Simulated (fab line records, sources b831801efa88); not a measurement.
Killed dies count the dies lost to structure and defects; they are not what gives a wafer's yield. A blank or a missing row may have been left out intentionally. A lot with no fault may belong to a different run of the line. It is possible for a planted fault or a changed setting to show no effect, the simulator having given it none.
fab line records    flow sky130
record: lots: 4  wafers: 12  last_day: 48
route steps=708 shown LOCAL_INTERCONNECT@400 CONTACT@406 PAD_OPEN@708
lots untouched by any fault: they come from a run of this same line in which no faults occurred
start_h: the number of hours between the record's first day and the start of the first shown wafer of the lot    wait_h: time in hours since the lot's previous step    " repeats the value in the row above    L1.1+2: one row covering several wafers at once    - no value, or no start was given    * or withheld: withheld    < > ~ a bound
route shown NAME@n: a module of which the file shows steps, and the number in the route of the first    usual: the fault-free wafers' mean and standard deviation    same: alike in all rows    chamber/n: place in a boat    sites: each site's reading    _std_site: standard deviation of those values    _edge_site: the outer-site mean with the inner-site mean subtracted    radius_mm: how far each site lies from the wafer's centre    mask NAME#n: copy n    behind: the last tool/chamber to shape the wafer    hold: cause of the lot's hold/its duration in hours/its outcome    device: the n, p or np transistor that did not switch    end of line: tests run on the same wafers once the route is complete    a step without rows: its recipe alone    killed: not the wafer's yield, but the dies lost to structure and defects at the first sort    map: the dies of a wafer, with x for killed, . for not killed, _ for no die there
set.NAME: the setting as run; set.NAME@STEP: as run at that earlier step    model.NAME: the simulator's own value behind a step, which no gauge read
lots at some steps of the route; a table a step, a row a wafer
services: from which hour (start_h, from the record's first day; less than 0 if before it) a tool's chamber was out of use, for how many hours, and why
== steps ==
step: SKY_LOCAL_INTERCONNECT_ETCH_13
recipe: chemistry: N2/H2  target: BARC  ion_energy_ev: 200  bias_w: 100  pressure_mtorr: 30  n2_flow_sccm: 100  h2_flow_sccm: 200  icp_w: 500  stop_on: SiO2  time_s: 45.9  target_depth_a: 600
step: SKY_LOCAL_INTERCONNECT_METAL_ETCH_14
recipe: target_depth_nm: 110  stop_on: PSG  chemistry: Cl2/BCl3  target: TiN  resist_sidewall_deg: 88  pressure_mtorr: 10  icp_w: 900  bias_w: 48.5  Cl2_flow_sccm: 60  bcl3_flow_sccm: 30  time_s: 31.4
step: SKY_LOCAL_INTERCONNECT_STRIP_15
recipe: chemistry: O2/N2  power_w: 1400  pressure_mtorr: 1500  platen_temp_c: withheld  o2_flow_sccm: 3000  n2_flow_sccm: 300  overash_fraction: 0.5
step: SKY_LOCAL_INTERCONNECT_STRIP_16
recipe: chemistry: post_etch_residue_remover  time_s: 1200  temp_c: 72.5
step: SKY_LOCAL_INTERCONNECT_CLEAN_17
recipe: chemistry: IPA  time_s: 180  temp_c: 25
step: SKY_LOCAL_INTERCONNECT_CLEAN_18
recipe: chemistry: O3/DIW  dry: n2_spin
step: SKY_CONTACT_CVD_00
recipe: material: Si3N4  target_thk_nm: 75  temp_c: 400  time_s: withheld  rf_w: 450
step: SKY_CONTACT_HDPCVD_02
recipe: material: SiO2  target_thk_nm: 565  sigma_open_frac: 0.3  time_s: 94.2  temp_c: 600  sih4_flow_sccm: 60  pressure_mtorr: 6
step: SKY_CONTACT_CMP_04
recipe: material: SiO2  down_force_psi: 4  platen_rpm: 60  pad_velocity_m_s: 0.94248
usual: edge_zone_pressure_frac: 1.000/0.0045  head_pressure_psi: 4.000/0.0099  motor_current_A: 11.4/0.69  time_to_endpoint_s: 83/3.5
lot.wafer  tool    chamber  start_h  wait_h  edge_zone_pressure_frac  head_pressure_psi  motor_current_A  time_to_endpoint_s  model.SiO2_of_CONTACT_HDPCVD_02.thk_nm
L913.4     cmp-01  3        745.21   0.1     1.004                    3.997              12.1             87                  341.3
L913.3     "       2        "        "       1.003                    3.995              11.8             82                  340
L913.5     "       3        "        "       1.005                    4.005              11.6             89                  340.6
L920.3     cmp-02  2        813.23   0.0     -                        -                  -                -                   566.4
L920.4     "       3        "        "       -                        -                  -                -                   561.7
L920.6     "       2        "        "       -                        -                  -                -                   561.2
L921.3     cmp-01  3        814.63   0.1     -                        -                  -                -                   567.5
L921.2     "       0        "        "       -                        -                  -                -                   570.2
L921.1     "       1        "        "       -                        -                  -                -                   563.5
L924.3     cmp-01  2        827.48   0.1     1.000                    3.987              11.0             82                  340.3
L924.4     "       3        "        "       0.997                    3.985              12.1             87                  340.1
L924.5     "       0        "        "       1.005                    4.018              11.7             83                  340.3
step: SKY_CONTACT_DEHYDRATE_06
recipe: temp_c: 200  time_s: 60
step: SKY_CONTACT_HMDS_07
recipe: prime_time_s: 60  prime_temp_c: 120
step: SKY_CONTACT_COAT_08
recipe: resist: BARC  temp_c: withheld  time_s: withheld  spin_rpm: 3000  resist_thk_nm: 60
step: SKY_CONTACT_COAT_09
recipe: resist: KrF-thick  spin_rpm: 3000  resist_thk_nm: 450
step: SKY_CONTACT_SOFTBAKE_10
recipe: temp_c: 100  time_s: 90  resist: KrF-thick
step: SKY_CONTACT_EXPOSE_11
recipe: mask_id: CTM1  na: 0.8  source_shape: annular  sigma_inner: 0.55  sigma_outer: 0.85  target_cd_nm: 170  dose_mj: 38
step: SKY_CONTACT_PEB_12
recipe: peb_temp_c: withheld  peb_time_s: withheld  resist: KrF-thick
step: SKY_CONTACT_DEVELOP_13
recipe: develop_time_s: 60  resist: KrF-thick  dev_temp_c: 21
step: SKY_CONTACT_ETCH_16
recipe: chemistry: N2/H2  target: BARC  ion_energy_ev: 200  source_w: 500  bias_w: 100  pressure_mtorr: 30  n2_flow_sccm: 100  h2_flow_sccm: 200  stop_on: SiO2  time_s: 45.9  target_depth_a: 600
step: SKY_CONTACT_ETCH_17
recipe: target: SiO2  chemistry: C4F8/O2/Ar  stop_on: Si3N4  mask_material: KrF-thick  source_w: 1500  bias_w: 1200  pressure_mtorr: 40  c4f8_flow_sccm: withheld  O2_flow_sccm: 6  Ar_flow_sccm: 300  time_s: withheld  target_depth_a: 3400
usual: oes_product_au: 0.892/0.0049
lot.wafer  tool         chamber  start_h  wait_h  oes_product_au  model.CONTACT.feature_depth_nm  model.etch.depth_nm
L913.3     rie_diel-01  3        773.26   0.0     0.887           340                             340
L913.4     "            0        "        "       0.890           341.3                           341.3
L913.5     "            1        "        "       0.886           340.6                           340.6
L920.3     rie_diel-04  1        839.96   0.0     1.658           420.8                           420.8
L920.4     "            3        "        "       1.628           411.1                           411.1
L920.6     "            1        "        "       1.639           418.7                           418.7
L921.1     rie_diel-04  2        841.66   0.0     1.621           409.2                           409.2
L921.2     "            0        "        "       1.607           403.1                           403.1
L921.3     "            1        "        "       1.651           418.5                           418.5
L924.3     rie_diel-01  3        854.78   0.0     0.892           340.3                           340.3
L924.4     "            0        "        "       0.889           340.1                           340.1
L924.5     "            3        "        "       0.893           340.3                           340.3
step: SKY_CONTACT_ETCH_18
recipe: target: Si3N4  chemistry: CHF3/O2  stop_on: TiN  source_w: 600  bias_w: 200  pressure_mtorr: 40  chf3_flow_sccm: 50  O2_flow_sccm: 5  time_s: 39  target_depth_a: 750
step: SKY_CONTACT_STRIP_19
recipe: chemistry: O2/N2  power_w: 1400  pressure_mtorr: 1500  platen_temp_c: withheld  o2_flow_sccm: 3000  n2_flow_sccm: 300  overash_fraction: 0.5
step: SKY_CONTACT_STRIP_20
recipe: chemistry: post_etch_residue_remover  time_s: 1200  temp_c: 72.5
step: SKY_CONTACT_CLEAN_21
recipe: chemistry: IPA  time_s: 180  temp_c: 25
step: SKY_CONTACT_CLEAN_22
recipe: chemistry: O3/DIW  dry: n2_spin
step: SKY_CONTACT_SPUTTER_23
recipe: material: TiN  target_thk_nm: 20  chamber_pressure_pa: 5  power_w: 4000  time_s: 80
step: SKY_CONTACT_CVD_24
recipe: material: W  target_thk_nm: 340  time_s: 102.12  temp_c: 400  pressure_torr: 40
step: SKY_CONTACT_CMP_27
recipe: stop_on: SiO2  t_overpolish_s: 15  down_force_psi: 3.5  platen_rpm: 60  target_thk_nm: 0  pad_velocity_m_s: 0.94248
usual: edge_zone_pressure_frac: 1.000/0.0055  head_pressure_psi: 3.499/0.0081  motor_current_A: 10.4/0.62
lot.wafer  tool    chamber  start_h  wait_h  edge_zone_pressure_frac  head_pressure_psi  motor_current_A  model.SiO2_of_CONTACT_HDPCVD_02.thk_nm
L913.3     cmp-02  1        774.38   0.1     0.998                    3.497              10.1             336.8
L913.4     "       3        "        "       0.997                    3.506              10.3             338.1
L913.5     "       1        "        "       1.003                    3.499              10.3             337.4
L920.3     cmp-02  0        841.14   0.1     1.013                    3.494              9.6              563.2
L920.4     "       2        "        "       1.004                    3.499              11.2             558.5
L920.6     "       3        "        "       0.995                    3.507              10.0             558
L921.1     cmp-01  1        842.80   0.1     0.996                    3.498              9.1              560.4
L921.2     "       2        "        "       0.997                    3.496              10.5             567
L921.3     "       0        "        "       0.993                    3.489              10.9             564.3
L924.4     cmp-01  0        855.86   0.0     1.006                    3.495              11.4             336.9
L924.3     "       1        "        "       0.996                    3.495              9.6              337.1
L924.5     "       0        "        "       0.999                    3.489              11.2             337.1
step: SKY_PAD_OPEN_PROBE_99
usual: killed_at_M0_to_M3: 44/7.3  killed_at_M4_up: 3.0/1.9  killed_at_contacts: 24/5  killed_at_front_end: 16/4.5  killed_at_other: 0.3/0.46  killed_dies: 87/10  killed_on_rim: 17/3.5  killed_open: 47/8.3  killed_short: 39/6.4
same: gross_dies: 492  killed_at_back_side: 0
lot.wafer  tool       chamber  start_h  wait_h  killed_at_M0_to_M3  killed_at_M4_up  killed_at_contacts  killed_at_front_end  killed_at_other  killed_dies  killed_on_rim  killed_open  killed_short
L913.3     prober-01  -        1102.83  0.2     56                  2                27                  20                   0                105          24             66           39
L913.4     prober-01  -        1102.88  0.2     50                  4                23                  21                   0                98           14             62           36
L913.5     prober-01  -        1102.93  0.2     58                  8                24                  21                   0                111          26             66           45
L920.3     prober-02  -        1151.94  0.2     46                  3                422                 20                   1                492          96             43           47
L920.4     prober-02  -        1151.99  0.2     41                  3                431                 17                   0                492          96             49           34
L920.6     prober-02  -        1152.09  0.2     51                  1                423                 17                   0                492          96             45           43
L921.1     prober-01  -        1154.62  0.1     45                  2                430                 15                   0                492          96             55           31
L921.2     prober-01  -        1154.67  0.1     38                  4                435                 15                   0                492          96             51           31
L921.3     prober-01  -        1154.72  0.2     30                  3                448                 11                   0                492          96             34           33
L924.3     prober-02  -        1162.85  0.2     45                  6                23                  18                   0                92           22             52           40
L924.4     prober-02  -        1162.90  0.2     41                  5                23                  12                   0                81           16             43           38
L924.5     prober-02  -        1162.95  0.2     43                  1                16                  13                   1                74           14             33           41
killed by level:class
L913.3 CONTACT:geometric_particle:open=14 VIA1:geometric_particle:open=12 VIA3:geometric_particle:open=10 FIELD_ISO:geometric_particle:open=8 LI_CONTACT:geometric_particle:open=6 VIA1:geometric_particle:short=6 VIA2:geometric_particle:open=5 FIELD_ISO:geometric_particle:short=5
L913.4 VIA1:geometric_particle:open=12 CONTACT:geometric_particle:open=10 VIA3:geometric_particle:open=8 FIELD_ISO:geometric_particle:open=7 LI_CONTACT:geometric_particle:open=7 VIA3:geometric_particle:short=6 VIA1:geometric_particle:short=5 VIA2:geometric_particle:open=5
L913.5 VIA3:geometric_particle:open=12 CONTACT:geometric_particle:open=12 VIA1:geometric_particle:open=11 VIA1:geometric_particle:short=8 POLY_GATE:geometric_particle:open=7 VIA2:geometric_particle:open=7 VIA3:geometric_particle:short=6 LI_CONTACT:geometric_particle:open=5
L920.3 CONTACT:area_cmp=402 VIA1:geometric_particle:open=11 FIELD_ISO:geometric_particle:short=7 LI_CONTACT:geometric_particle:open=7 METAL1:geometric_particle:short=7 VIA1:geometric_particle:short=7 FIELD_ISO:geometric_particle:open=4 CONTACT:geometric_particle:open=4
L920.4 CONTACT:area_cmp=409 VIA1:geometric_particle:open=9 LI_CONTACT:geometric_particle:open=8 CONTACT:geometric_particle:open=7 VIA1:geometric_particle:short=6 VIA3:geometric_particle:open=6 FIELD_ISO:geometric_particle:open=4 POLY_GATE:geometric_particle:short=4
L920.6 CONTACT:area_cmp=404 VIA1:geometric_particle:open=10 VIA3:geometric_particle:open=7 VIA2:geometric_particle:open=7 VIA2:geometric_particle:short=7 LOCAL_INTERCONNECT:geometric_particle:short=6 METAL1:geometric_particle:short=6 FIELD_ISO:geometric_particle:open=5
L921.1 CONTACT:area_cmp=406 CONTACT:geometric_particle:open=14 VIA3:geometric_particle:open=10 LI_CONTACT:geometric_particle:open=6 VIA3:geometric_particle:short=6 FIELD_ISO:geometric_particle:open=5 VIA2:geometric_particle:open=5 VIA2:geometric_particle:short=4
L921.2 CONTACT:area_cmp=410 LI_CONTACT:geometric_particle:open=10 CONTACT:geometric_particle:open=8 VIA1:geometric_particle:open=7 METAL2:geometric_particle:short=6 VIA1:geometric_particle:short=5 POLY_GATE:geometric_particle:open=4 METAL1:geometric_particle:short=4
L921.3 CONTACT:area_cmp=425 CONTACT:geometric_particle:open=7 METAL1:geometric_particle:short=7 CONTACT:geometric_particle:short=6 VIA1:geometric_particle:open=6 LI_CONTACT:geometric_particle:open=4 POLY_GATE:geometric_particle:open=3 POLY_GATE:geometric_particle:short=3
L924.3 VIA1:geometric_particle:open=12 CONTACT:geometric_particle:open=9 VIA3:geometric_particle:open=7 FIELD_ISO:geometric_particle:open=6 VIA2:geometric_particle:open=6 METAL2:geometric_particle:short=6 LI_CONTACT:geometric_particle:open=5 FIELD_ISO:geometric_particle:short=4
L924.4 METAL1:geometric_particle:short=10 CONTACT:geometric_particle:open=9 VIA3:geometric_particle:open=8 VIA1:geometric_particle:open=6 LI_CONTACT:geometric_particle:open=6 FIELD_ISO:geometric_particle:open=5 METAL4:geometric_particle:short=4 VIA2:geometric_particle:short=4
L924.5 VIA1:geometric_particle:open=10 METAL1:geometric_particle:short=8 LI_CONTACT:geometric_particle:open=7 FIELD_ISO:geometric_particle:short=4 FIELD_ISO:geometric_particle:open=4 LI_CONTACT:geometric_particle:short=4 VIA2:geometric_particle:open=4 VIA3:geometric_particle:short=4
map L920.3 (x killed, . not)
__________xxxxxxxxxx_________
________xxxxxxxxxxxxxx_______
______xxxxxxxxxxxxxxxxxx_____
_____xxxxxxxxxxxxxxxxxxxx____
____xxxxxxxxxxxxxxxxxxxxxx___
___xxxxxxxxxxxxxxxxxxxxxxxx__
__xxxxxxxxxxxxxxxxxxxxxxxxxx_
_xxxxxxxxxxxxxxxxxxxxxxxxxxxx
_xxxxxxxxxxxxxxxxxxxxxxxxxxxx
_xxxxxxxxxxxxxxxxxxxxxxxxxxxx
_xxxxxxxxxxxxxxxxxxxxxxxxxxxx
_xxxxxxxxxxxxxxxxxxxxxxxxxxxx
_xxxxxxxxxxxxxxxxxxxxxxxxxxxx
_xxxxxxxxxxxxxxxxxxxxxxxxxxxx
_xxxxxxxxxxxxxxxxxxxxxxxxxxxx
__xxxxxxxxxxxxxxxxxxxxxxxxxx_
___xxxxxxxxxxxxxxxxxxxxxxxx__
____xxxxxxxxxxxxxxxxxxxxxx___
_____xxxxxxxxxxxxxxxxxxxx____
______xxxxxxxxxxxxxxxxxx_____
________xxxxxxxxxxxxxx_______
__________xxxxxxxxxx_________
map L921.1 (x killed, . not)
__________xxxxxxxxxx_________
________xxxxxxxxxxxxxx_______
______xxxxxxxxxxxxxxxxxx_____
_____xxxxxxxxxxxxxxxxxxxx____
____xxxxxxxxxxxxxxxxxxxxxx___
___xxxxxxxxxxxxxxxxxxxxxxxx__
__xxxxxxxxxxxxxxxxxxxxxxxxxx_
_xxxxxxxxxxxxxxxxxxxxxxxxxxxx
_xxxxxxxxxxxxxxxxxxxxxxxxxxxx
_xxxxxxxxxxxxxxxxxxxxxxxxxxxx
_xxxxxxxxxxxxxxxxxxxxxxxxxxxx
_xxxxxxxxxxxxxxxxxxxxxxxxxxxx
_xxxxxxxxxxxxxxxxxxxxxxxxxxxx
_xxxxxxxxxxxxxxxxxxxxxxxxxxxx
_xxxxxxxxxxxxxxxxxxxxxxxxxxxx
__xxxxxxxxxxxxxxxxxxxxxxxxxx_
___xxxxxxxxxxxxxxxxxxxxxxxx__
____xxxxxxxxxxxxxxxxxxxxxx___
_____xxxxxxxxxxxxxxxxxxxx____
______xxxxxxxxxxxxxxxxxx_____
________xxxxxxxxxxxxxx_______
__________xxxxxxxxxx_________
== services ==
tool         chamber  start_h  hours  kind
cmp-01       -        731.16   2.5    repair
rie_diel-01  2        737.54   132.0  repair
cmp-02       -        744.23   4.0    pm
cmp-02       -        748.23   -      consumable_replace:conditioner
cmp-02       -        748.23   -      consumable_replace:pad
rie_diel-04  -        760.11   58.9   repair
rie_diel-04  1        812.84   7.1    repair
rie_diel-04  0        819.92   -      clean
rie_diel-04  0        819.92   21.1   scheduled_down
rie_diel-04  0        819.92   21.1   vent_cycle
cmp-01       -        836.08   3.1    repair
== key ==
first_sign: step: SKY_CONTACT_CMP_04  reading: tool_record  direction: missing
effect: step: SKY_CONTACT_ETCH_17  reading: oes_product_au  direction: up  sigmas: 99+  usual: 0.892  struck: 1.634
effect: step: SKY_PAD_OPEN_PROBE_99  reading: killed_at_contacts  direction: up  sigmas: 81  usual: 24  struck: 432
model_effect: step: SKY_CONTACT_CMP_04  value: SiO2_of_CONTACT_HDPCVD_02.thk_nm  without: 340.2  struck: 565.1
model_effect: step: SKY_CONTACT_ETCH_17  value: CONTACT.feature_depth_nm  without: 340.2  struck: 413.6
model_effect: step: SKY_CONTACT_CMP_27  value: SiO2_of_CONTACT_HDPCVD_02.thk_nm  without: 337  struck: 561.9
more_kills_born_at: SKY_CONTACT_CMP_04@cmp-01: 1236  SKY_CONTACT_CMP_04@cmp-02: 1209
met_at SKY_CONTACT_CMP_04
struck_wafers L920.3,L920.4,L920.6,L921.1,L921.2,L921.3
later_rows_left_out L920.3,L920.4,L920.6,L921.1,L921.2,L921.3
tester_left_out L920,L921
onset_between 745.21 813.23
fault: kind: skipped_step_whole  tool: cmp-01,cmp-02  chamber: -  onset_h: 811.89  steps: SKY_CONTACT_CMP_04  scope: struck_lots_only
tester_left_out: of these lots the tester's yield and bins aren't shown, on N5 and GAA mostly nor the transistor test; their killed dies are dies lost to structure and defects alone, not to doping, threshold or leakage, so they don't give the yield
later_rows_left_out: the simulator's readings of these wafers behind a module that went badly wrong aren't trusted and aren't shown, but for the sort
